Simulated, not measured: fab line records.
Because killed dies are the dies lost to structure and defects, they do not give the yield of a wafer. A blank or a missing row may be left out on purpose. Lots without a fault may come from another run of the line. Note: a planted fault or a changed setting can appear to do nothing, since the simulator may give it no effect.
fab line records	flow gf180mcu
record lots=24	wafers=72	lastDay=34
route steps=602 shown VT_IMPLANT@130 HV_LDD@183 V1@361 M3@414 M4@471 V4@498
lots with no fault: from the same line, run without faults
startH: hours from the record's first day to the start of the lot's first wafer shown	waitH: hours since the lot's step before	" as in the row above	L1.1+2: a single row standing in for several wafers	- value missing, or start not given	* or withheld: withheld	< > ~ a bound
route shown NAME@n: names a module that has steps shown in the file, with the first one's number in the route	usual: mean and standard deviation over wafers with no fault	same: alike in all rows	chamber/n: place in a boat	sites: per-site readings	_std_site: the standard deviation of these	_edge_site: mean of outer sites minus mean of inner sites	radiusMm: for every site, how far away it sits from the centre of the wafer	mask NAME#n: copy n	behind: the most recent tool/chamber to have shaped the wafer	hold: cause of the lot's hold/its duration in hours/its outcome	device: the transistor (n, p or np) that didn't switch	end of line: the tests these same wafers got at the end of their route	a step without rows: its recipe alone	killed: not the wafer's yield, but the dies lost to structure and defects at the first sort	map: the dies of a wafer, with x for killed, . for not killed, _ for no die there
set.NAME: the setting as run; set.NAME@STEP: as run at that earlier step	model.NAME: the simulator's own value behind a step, which no gauge read
the route's steps for a sample of lots (tables are steps, rows are wafers)
services: from which hour (startH, from the record's first day; less than 0 if before it) a tool's chamber was out of use, for how many hours, and why
## steps
# step GF_VT_IMPLANT_OVL_MEAS_40
# usual VT_IMPLANT_03_OVL=-0.7/1.5
lot.wafer	tool	chamber	startH	waitH	VT_IMPLANT_03_OVL[nm]
L074.1	overlay-01	-	157.50	0.1	-0.7
L074.3	"	-	"	"	-3.1
L074.6	"	-	"	"	-2.0
L075.1	overlay-01	-	163.25	0.1	-3.2
L075.4	"	-	"	"	-2.2
L075.6	"	-	"	"	-1.1
L076.1	overlay-01	-	168.55	0.1	-0.8
L076.3	"	-	"	"	-0.6
L076.6	"	-	"	"	-1.0
L077.3	overlay-02	-	175.21	0.1	1.4
L077.4	"	-	"	"	-0.5
L077.5	"	-	"	"	1.4
L078.1	overlay-02	-	181.02	0.1	-1.9
L078.5	"	-	"	"	-0.5
L078.6	"	-	"	"	0.5
L079.4	overlay-02	-	188.02	0.1	-0.3
L079.5	"	-	"	"	-1.4
L079.6	"	-	"	"	0.5
L080.1	overlay-02	-	196.47	0.1	0.6
L080.5	"	-	"	"	-0.2
L080.6	"	-	"	"	1.3
L081.3	overlay-01	-	202.46	0.1	1.9
L081.4	"	-	"	"	-0.3
L081.5	"	-	"	"	1.3
L082.2	overlay-02	-	210.02	0.1	-0.4
L082.3	"	-	"	"	0.4
L082.4	"	-	"	"	-0.8
L083.1	overlay-02	-	220.90	0.1	-1.3
L083.3	"	-	"	"	-2.2
L083.4	"	-	"	"	-2.0
L084.2	overlay-01	-	233.96	0.1	-1.4
L084.4	"	-	"	"	-1.0
L084.5	"	-	"	"	-1.2
L085.1	overlay-02	-	237.47	0.1	-1.7
L085.3	"	-	"	"	-1.8
L085.4	"	-	"	"	-1.8
L086.1	overlay-02	-	242.00	0.1	-2.7
L086.4	"	-	"	"	-2.3
L086.6	"	-	"	"	-1.8
L087.1	overlay-01	-	247.22	0.1	0.4
L087.3	"	-	"	"	0.2
L087.6	"	-	"	"	-0.9
L088.1	overlay-01	-	251.97	0.1	-3.5
L088.2	"	-	"	"	-2.6
L088.4	"	-	"	"	-1.7
L089.4	overlay-02	-	260.09	0.1	-1.4
L089.5	"	-	"	"	1.2
L089.6	"	-	"	"	-0.8
L090.2	overlay-01	-	267.48	0.1	-1.0
L090.3	"	-	"	"	-1.9
L090.5	"	-	"	"	-0.2
L091.4	overlay-01	-	274.03	0.1	0.2
L091.5	"	-	"	"	2.1
L091.6	"	-	"	"	2.7
L092.1	overlay-02	-	278.42	0.1	-2.0
L092.3	"	-	"	"	-3.8
L092.4	"	-	"	"	-1.2
L093.1	overlay-02	-	285.26	0.1	-5.0
L093.2	"	-	"	"	0.9
L093.4	"	-	"	"	-0.8
L094.1	overlay-02	-	290.23	0.2	-0.6
L094.2	"	-	"	"	-0.7
L094.4	"	-	"	"	-0.8
L095.1	overlay-02	-	297.31	0.1	-0.1
L095.2	"	-	"	"	1.5
L095.3	"	-	"	"	0.7
L096.2	overlay-01	-	302.17	0.1	-0.9
L096.4	"	-	"	"	2.6
L096.6	"	-	"	"	1.5
L097.2	overlay-01	-	314.74	0.1	-1.9
L097.4	"	-	"	"	-1.1
L097.5	"	-	"	"	-0.9
# step GF_HV_LDD_CD_MEAS_07
# recipe targetCdNm=400
# usual cdNm=400.3/2.4
lot.wafer	tool	chamber	startH	waitH	cdNm
L074.1	cdSem-01	-	217.37	0.1	398.9
L074.3	"	-	"	"	400.9
L074.6	"	-	"	"	399.9
L075.1	cdSem-02	-	222.08	0.1	402.8
L075.4	"	-	"	"	402.9
L075.6	"	-	"	"	400.8
L076.1	cdSem-02	-	229.03	0.1	401.7
L076.3	"	-	"	"	399.9
L076.6	"	-	"	"	400.5
L077.3	cdSem-01	-	236.26	0.1	400.2
L077.4	"	-	"	"	401.5
L077.5	"	-	"	"	401.6
L078.1	cdSem-02	-	241.73	0.1	397.4
L078.5	"	-	"	"	400.4
L078.6	"	-	"	"	398.9
L079.4	cdSem-01	-	249.83	0.1	401.2
L079.5	"	-	"	"	399.4
L079.6	"	-	"	"	399.9
L080.1	cdSem-01	-	260.37	0.1	402.6
L080.5	"	-	"	"	403.9
L080.6	"	-	"	"	402.6
L081.3	cdSem-02	-	266.56	0.1	400.0
L081.4	"	-	"	"	401.3
L081.5	"	-	"	"	399.3
L082.2	cdSem-01	-	273.43	0.1	400.9
L082.3	"	-	"	"	398.9
L082.4	"	-	"	"	400.5
L083.1	cdSem-02	-	291.57	0.2	405.7
L083.3	"	-	"	"	405.3
L083.4	"	-	"	"	403.0
L084.2	cdSem-01	-	299.89	0.1	398.7
L084.4	"	-	"	"	399.3
L084.5	"	-	"	"	401.2
L085.1	cdSem-02	-	303.17	0.1	398.7
L085.3	"	-	"	"	397.2
L085.4	"	-	"	"	399.6
L086.1	cdSem-02	-	311.67	0.1	397.3
L086.4	"	-	"	"	398.2
L086.6	"	-	"	"	398.3
L087.1	cdSem-01	-	317.52	0.1	402.7
L087.3	"	-	"	"	403.6
L087.6	"	-	"	"	403.5
L088.1	cdSem-02	-	320.17	0.1	394.5
L088.2	"	-	"	"	397.0
L088.4	"	-	"	"	397.5
L089.4	cdSem-01	-	330.48	0.1	403.0
L089.5	"	-	"	"	402.0
L089.6	"	-	"	"	402.5
L090.2	cdSem-01	-	340.28	0.1	396.2
L090.3	"	-	"	"	397.4
L090.5	"	-	"	"	399.6
L091.4	cdSem-01	-	343.48	0.1	399.6
L091.5	"	-	"	"	399.3
L091.6	"	-	"	"	399.8
L092.1	cdSem-01	-	348.77	0.1	402.2
L092.3	"	-	"	"	401.0
L092.4	"	-	"	"	402.0
L093.1	cdSem-02	-	355.57	0.1	399.1
L093.2	"	-	"	"	402.5
L093.4	"	-	"	"	404.2
L094.1	cdSem-01	-	362.42	0.1	402.4
L094.2	"	-	"	"	403.1
L094.4	"	-	"	"	400.0
L095.1	cdSem-01	-	370.16	0.1	404.1
L095.2	"	-	"	"	400.7
L095.3	"	-	"	"	405.5
L096.2	cdSem-02	-	376.04	0.1	397.8
L096.4	"	-	"	"	396.0
L096.6	"	-	"	"	397.1
L097.2	cdSem-02	-	388.99	0.1	401.3
L097.4	"	-	"	"	397.9
L097.5	"	-	"	"	398.1
# step GF_V1_CMP_26
# recipe stopOn=SiO2	downForcePsi=3.5	platenRpm=60	tOverpolishS=15	targetThkNm=0	padVelocityMS=0.94248
# usual motorCurrentA=11.5/1.5	overpolishRunS=14.999/0.01	timeToEndpointS=82/3.5
# same tOverpolishS=15
lot.wafer	tool	chamber	startH	waitH	motorCurrentA	overpolishRunS	timeToEndpointS
L074.1	cmp-01	2	414.91	0.1	10.4	14.995	83
L074.3	"	3	"	"	10.4	15.015	80
L074.6	"	2	"	"	10.2	15.015	82
L075.1	cmp-01	3	418.59	0.1	10.8	15.006	81
L075.4	"	1	"	"	13.4	14.998	80
L075.6	"	2	"	"	10.2	15.002	80
L076.1	cmp-01	0	427.55	0.1	11.2	15.006	85
L076.3	"	3	"	"	10.3	14.989	83
L076.6	"	1	"	"	13.4	14.989	81
L077.3	cmp-01	0	437.52	0.0	11.5	15.001	81
L077.4	"	2	"	"	9.8	15.022	75
L077.5	"	1	"	"	13.6	15.007	77
L078.1	cmp-01	2	444.72	0.2	9.8	14.998	77
L078.5	"	3	"	"	10.2	14.985	79
L078.6	"	0	"	"	10.6	15.010	84
L079.4	cmp-02	0	454.61	0.1	12.8	14.997	88
L079.6	"	3	"	"	11.0	14.994	88
L079.5	"	0	"	"	12.2	14.993	86
L080.1	cmp-02	2	468.48	0.1	14.3	14.993	81
L080.6	"	0	"	"	12.6	15.007	85
L080.5	"	1	"	"	9.6	15.000	82
L081.3	cmp-01	1	477.86	0.0	13.8	15.015	86
L081.4	"	3	"	"	10.5	14.972	87
L081.5	"	1	"	"	13.5	15.004	87
L082.3	cmp-02	1	485.76	0.0	9.1	14.993	86
L082.2	"	2	"	"	14.7	15.018	84
L082.4	"	3	"	"	10.9	15.021	82
L083.1	cmp-01	3	508.18	0.1	10.3	14.994	90
L083.4	"	1	"	"	13.7	14.989	88
L083.3	"	2	"	"	9.8	15.001	83
L084.4	cmp-02	1	515.48	0.1	9.7	14.997	82
L084.2	"	2	"	"	13.3	15.006	78
L084.5	"	1	"	"	9.8	15.017	82
L085.3	cmp-02	2	519.54	0.0	13.8	15.016	77
L085.1	"	3	"	"	11.0	14.994	86
L085.4	"	0	"	"	12.1	14.994	82
L086.4	cmp-02	2	528.67	0.0	13.5	14.994	82
L086.1	"	0	"	"	11.9	14.991	84
L086.6	"	2	"	"	13.3	15.005	83
L087.1	cmp-02	3	536.04	0.1	10.7	15.003	85
L087.3	"	0	"	"	11.8	14.996	87
L087.6	"	2	"	"	13.7	15.023	84
L088.2	cmp-02	0	536.58	0.0	12.5	15.012	83
L088.4	"	1	"	"	9.5	15.015	89
L088.1	"	3	"	"	9.9	14.992	83
L089.4	cmp-02	0	550.38	0.2	11.4	14.983	84
L089.6	"	1	"	"	9.4	14.989	85
L089.5	"	2	"	"	13.7	14.992	78
L090.3	cmp-02	1	561.85	0.0	10.4	14.996	82
L090.2	"	0	"	"	11.9	14.996	81
L090.5	"	2	"	"	14.3	15.020	72
L091.4	cmp-02	1	563.56	0.1	9.6	15.008	82
L091.5	"	0	"	"	11.9	15.007	80
L091.6	"	1	"	"	9.4	14.988	86
L092.3	cmp-02	3	569.23	0.1	10.8	14.998	84
L092.1	"	0	"	"	12.6	15.002	82
L092.4	"	1	"	"	9.6	14.999	82
L093.4	cmp-02	0	574.80	0.0	12.1	15.000	83
L093.1	"	1	"	"	9.6	15.006	78
L093.2	"	2	"	"	14.2	15.005	80
L094.4	cmp-02	1	580.95	0.2	10.2	14.988	88
L094.1	"	2	"	"	13.4	14.988	83
L094.2	"	3	"	"	10.8	14.999	78
L095.1	cmp-02	2	589.86	0.1	14.0	14.997	80
L095.2	"	3	"	"	11.0	14.997	82
L095.3	"	0	"	"	11.6	14.994	84
L096.2	cmp-02	1	595.73	0.1	9.0	15.007	81
L096.4	"	2	"	"	13.0	14.992	84
L096.6	"	0	"	"	12.7	15.007	87
L097.2	cmp-02	3	607.41	0.1	10.3	14.985	80
L097.4	"	0	"	"	12.3	14.998	82
L097.5	"	2	"	"	14.7	14.997	78
# step GF_M3_RS_MEAS_05
# recipe thkMeasGauge=four-point-probe	reads=TiN_of_M3_SPUTTER_04+Ti_of_M3_SPUTTER_03+AlCu_of_M3_SPUTTER_02+TiN_of_M3_SPUTTER_01+Ti_of_M3_SPUTTER_00
# usual M3_ALCU_RS=0.0692/0.00076
lot.wafer	tool	chamber	startH	waitH	M3_ALCU_RS[ohm/sq]
L074.1	filmMetro-03	-	467.19	0.0	0.0686
L074.3	"	-	"	"	0.0690
L074.6	"	-	"	"	0.0683
L075.1	filmMetro-04	-	470.69	0.0	0.0693
L075.4	"	-	"	"	0.0690
L075.6	"	-	"	"	0.0679
L076.1	filmMetro-03	-	479.59	0.0	0.0697
L076.3	"	-	"	"	0.0704
L076.6	"	-	"	"	0.0703
L077.3	filmMetro-04	-	488.29	0.1	0.0694
L077.4	"	-	"	"	0.0695
L077.5	"	-	"	"	0.0694
L078.1	filmMetro-01	-	499.44	0.0	0.0685
L078.5	"	-	"	"	0.0698
L078.6	"	-	"	"	0.0684
L079.4	filmMetro-04	-	506.59	0.1	0.0692
L079.5	"	-	"	"	0.0681
L079.6	"	-	"	"	0.0695
L080.1	filmMetro-01	-	519.70	0.0	0.0693
L080.5	"	-	"	"	0.0685
L080.6	"	-	"	"	0.0690
L081.3	filmMetro-04	-	528.84	0.1	0.0700
L081.4	"	-	"	"	0.0689
L081.5	"	-	"	"	0.0690
L082.2	filmMetro-04	-	536.19	0.0	0.0675
L082.3	"	-	"	"	0.0680
L082.4	"	-	"	"	0.0684
L083.1	filmMetro-03	-	556.64	0.0	0.0695
L083.3	"	-	"	"	0.0691
L083.4	"	-	"	"	0.0694
L084.2	filmMetro-03	-	563.53	0.0	0.0704
L084.4	"	-	"	"	0.0695
L084.5	"	-	"	"	0.0695
L085.1	filmMetro-01	-	568.22	0.0	0.0679
L085.3	"	-	"	"	0.0680
L085.4	"	-	"	"	0.0691
L086.1	filmMetro-04	-	577.03	0.0	0.0687
L086.4	"	-	"	"	0.0682
L086.6	"	-	"	"	0.0677
L087.1	filmMetro-03	-	584.13	0.0	0.0708
L087.3	"	-	"	"	0.0708
L087.6	"	-	"	"	0.0709
L088.1	filmMetro-01	-	584.23	0.0	0.0693
L088.2	"	-	"	"	0.0703
L088.4	"	-	"	"	0.0700
L089.4	filmMetro-04	-	597.06	0.1	0.0680
L089.5	"	-	"	"	0.0682
L089.6	"	-	"	"	0.0681
L090.2	filmMetro-03	-	608.31	0.0	0.0699
L090.3	"	-	"	"	0.0699
L090.5	"	-	"	"	0.0701
L091.4	filmMetro-03	-	609.27	0.1	0.0690
L091.5	"	-	"	"	0.0688
L091.6	"	-	"	"	0.0691
L092.1	filmMetro-01	-	614.96	0.0	0.0700
L092.3	"	-	"	"	0.0688
L092.4	"	-	"	"	0.0694
L093.1	filmMetro-04	-	620.99	0.0	0.0693
L093.2	"	-	"	"	0.0691
L093.4	"	-	"	"	0.0690
L094.1	filmMetro-04	-	626.65	0.0	0.0702
L094.2	"	-	"	"	0.0704
L094.4	"	-	"	"	0.0708
L095.1	filmMetro-04	-	635.04	0.0	0.0693
L095.2	"	-	"	"	0.0688
L095.3	"	-	"	"	0.0694
L096.2	filmMetro-01	-	639.61	0.0	0.0692
L096.4	"	-	"	"	0.0695
L096.6	"	-	"	"	0.0688
L097.2	filmMetro-03	-	650.92	0.0	0.0693
L097.4	"	-	"	"	0.0690
L097.5	"	-	"	"	0.0693
# step GF_M4_OVL_MEAS_15
# usual M4_OVL=-1/4.9
lot.wafer	tool	chamber	startH	waitH	M4_OVL[nm]
L074.1	overlay-02	-	541.29	0.1	-5
L074.3	"	-	"	"	-8
L074.6	"	-	"	"	-1
L075.1	overlay-01	-	544.47	0.1	-1
L075.4	"	-	"	"	1
L075.6	"	-	"	"	-3
L076.1	overlay-02	-	552.09	0.1	-4
L076.3	"	-	"	"	1
L076.6	"	-	"	"	7
L077.3	overlay-02	-	560.65	0.1	3
L077.4	"	-	"	"	-1
L077.5	"	-	"	"	-1
L078.1	overlay-01	-	570.27	0.1	-5
L078.5	"	-	"	"	-4
L078.6	"	-	"	"	-2
L079.4	overlay-02	-	576.06	0.1	0
L079.5	"	-	"	"	-7
L079.6	"	-	"	"	-4
L080.1	overlay-02	-	589.99	0.1	-2
L080.5	"	-	"	"	-1
L080.6	"	-	"	"	-4
L081.3	overlay-02	-	597.05	0.1	-9
L081.4	"	-	"	"	-5
L081.5	"	-	"	"	-6
L082.2	overlay-01	-	603.64	0.1	-10
L082.3	"	-	"	"	1
L082.4	"	-	"	"	-6
L083.1	overlay-02	-	622.92	0.1	6
L083.3	"	-	"	"	-1
L083.4	"	-	"	"	-2
L084.2	overlay-02	-	628.77	0.1	-6
L084.4	"	-	"	"	-6
L084.5	"	-	"	"	-9
L085.1	overlay-01	-	634.54	0.1	-9
L085.3	"	-	"	"	-10
L085.4	"	-	"	"	-11
L086.1	overlay-01	-	642.99	0.1	10
L086.4	"	-	"	"	8
L086.6	"	-	"	"	5
L087.1	overlay-01	-	648.36	0.1	-6
L087.3	"	-	"	"	-7
L087.6	"	-	"	"	-7
L088.1	overlay-02	-	648.71	0.1	7
L088.2	"	-	"	"	0
L088.4	"	-	"	"	1
L089.4	overlay-02	-	660.58	0.1	7
L089.5	"	-	"	"	-6
L089.6	"	-	"	"	5
L090.2	overlay-01	-	671.14	0.1	-2
L090.3	"	-	"	"	-2
L090.5	"	-	"	"	1
L091.4	overlay-01	-	672.45	0.1	-4
L091.5	"	-	"	"	1
L091.6	"	-	"	"	-2
L092.1	overlay-01	-	676.81	0.1	-1
L092.3	"	-	"	"	4
L092.4	"	-	"	"	3
L093.1	overlay-01	-	683.21	0.1	5
L093.2	"	-	"	"	1
L093.4	"	-	"	"	-4
L094.1	overlay-02	-	688.39	0.1	6
L094.2	"	-	"	"	-1
L094.4	"	-	"	"	-1
L095.1	overlay-02	-	696.01	0.1	3
L095.2	"	-	"	"	3
L095.3	"	-	"	"	9
L096.2	overlay-02	-	700.24	0.1	1
L096.4	"	-	"	"	7
L096.6	"	-	"	"	5
L097.2	overlay-01	-	711.12	0.1	-4
L097.4	"	-	"	"	0
L097.5	"	-	"	"	-3
# step GF_V4_SPUTTER_22
# recipe material=TiN	targetThkNm=10	chamberPressurePa=5	powerW=4000	timeS=40
# usual throttleValvePct=30.3/1.2
lot.wafer	tool	chamber	startH	waitH	throttleValvePct
L074.1	pvdSputter-02	-	566.15	0.0	32.1
L074.3	"	-	"	"	30.5
L074.6	"	-	"	"	31.0
L075.1	pvdSputter-01	-	568.64	0.0	29.9
L075.4	"	-	"	"	29.3
L075.6	"	-	"	"	29.2
L076.1	pvdSputter-03	-	576.79	0.0	29.0
L076.3	"	-	"	"	27.9
L076.6	"	-	"	"	27.8
L077.3	pvdSputter-01	-	585.05	0.0	30.0
L077.4	"	-	"	"	29.3
L077.5	"	-	"	"	29.7
L078.1	pvdSputter-02	-	594.30	0.0	30.9
L078.5	"	-	"	"	30.7
L078.6	"	-	"	"	32.4
L079.4	pvdSputter-01	-	600.00	0.0	29.4
L079.5	"	-	"	"	29.7
L079.6	"	-	"	"	29.0
L080.1	pvdSputter-02	-	613.25	0.0	30.7
L080.5	"	-	"	"	32.1
L080.6	"	-	"	"	30.9
L081.3	pvdSputter-02	-	620.45	0.0	30.6
L081.4	"	-	"	"	30.5
L081.5	"	-	"	"	32.0
L082.2	pvdSputter-02	-	626.48	0.0	29.7
L082.3	"	-	"	"	30.1
L082.4	"	-	"	"	32.1
L083.1	pvdSputter-03	-	644.95	0.0	31.8
L083.3	"	-	"	"	28.0
L083.4	"	-	"	"	31.5
L084.2	pvdSputter-02	-	651.31	0.0	30.3
L084.4	"	-	"	"	32.3
L084.5	"	-	"	"	30.0
L085.1	pvdSputter-03	-	656.01	0.0	31.7
L085.3	"	-	"	"	29.1
L085.4	"	-	"	"	31.4
L086.1	pvdSputter-02	-	664.95	0.0	32.1
L086.4	"	-	"	"	30.4
L086.6	"	-	"	"	30.7
L087.1	pvdSputter-02	-	669.43	0.0	32.1
L087.3	"	-	"	"	29.6
L087.6	"	-	"	"	29.7
L088.1	pvdSputter-03	-	670.07	0.0	27.8
L088.2	"	-	"	"	29.3
L088.4	"	-	"	"	31.3
L089.4	pvdSputter-02	-	682.59	0.0	30.4
L089.5	"	-	"	"	32.2
L089.6	"	-	"	"	30.1
L090.2	pvdSputter-03	-	692.65	0.0	28.9
L090.3	"	-	"	"	31.7
L090.5	"	-	"	"	31.4
L091.4	pvdSputter-01	-	692.95	0.0	29.2
L091.5	"	-	"	"	29.0
L091.6	"	-	"	"	29.5
L092.1	pvdSputter-03	-	698.18	0.0	31.6
L092.3	"	-	"	"	28.0
L092.4	"	-	"	"	31.8
L093.1	pvdSputter-02	-	703.88	0.0	29.5
L093.2	"	-	"	"	30.4
L093.4	"	-	"	"	32.1
L094.1	pvdSputter-01	-	709.19	0.0	29.3
L094.2	"	-	"	"	29.2
L094.4	"	-	"	"	29.9
L095.1	pvdSputter-02	-	715.95	0.0	29.9
L095.2	"	-	"	"	30.1
L095.3	"	-	"	"	30.7
L096.2	pvdSputter-01	-	721.00	0.0	29.7
L096.4	"	-	"	"	29.8
L096.6	"	-	"	"	29.0
L097.2	pvdSputter-03	-	731.59	0.0	31.7
L097.4	"	-	"	"	27.8
L097.5	"	-	"	"	31.7
## services
tool	chamber	startH	hours	kind
cmp-01	-	400.36	1.6	repair
cmp-02	-	404.09	4.0	pm
pvdSputter-02	2	405.52	-	consumableReplace:kit
cmp-02	-	408.09	-	consumableReplace:conditioner
cmp-02	-	408.09	-	consumableReplace:pad
pvdSputter-03	-	414.66	9.9	repair
cmp-01	-	471.03	2.5	repair
cmp-01	-	473.19	0.7	repair
cmp-02	-	492.95	16.0	repair
cmp-02	-	508.92	4.4	pm
cmp-01	-	516.34	0.9	repair
pvdSputter-02	-	520.04	7.6	repair
cmp-01	-	540.03	2.2	repair
pvdSputter-01	-	551.19	1.7	repair
pvdSputter-03	-	551.42	1.7	repair
cmp-02	-	573.08	1.3	repair
cmp-01	-	578.01	4.0	pm
pvdSputter-02	-	588.61	5.6	repair
pvdSputter-02	-	592.64	1.5	repair
cmp-02	-	599.14	1.6	repair
cmp-01	-	600.77	3.1	pm
pvdSputter-03	-	616.31	3.3	repair
pvdSputter-01	-	638.62	2.9	repair
cmp-01	-	658.37	8.9	pm
## key
fault none
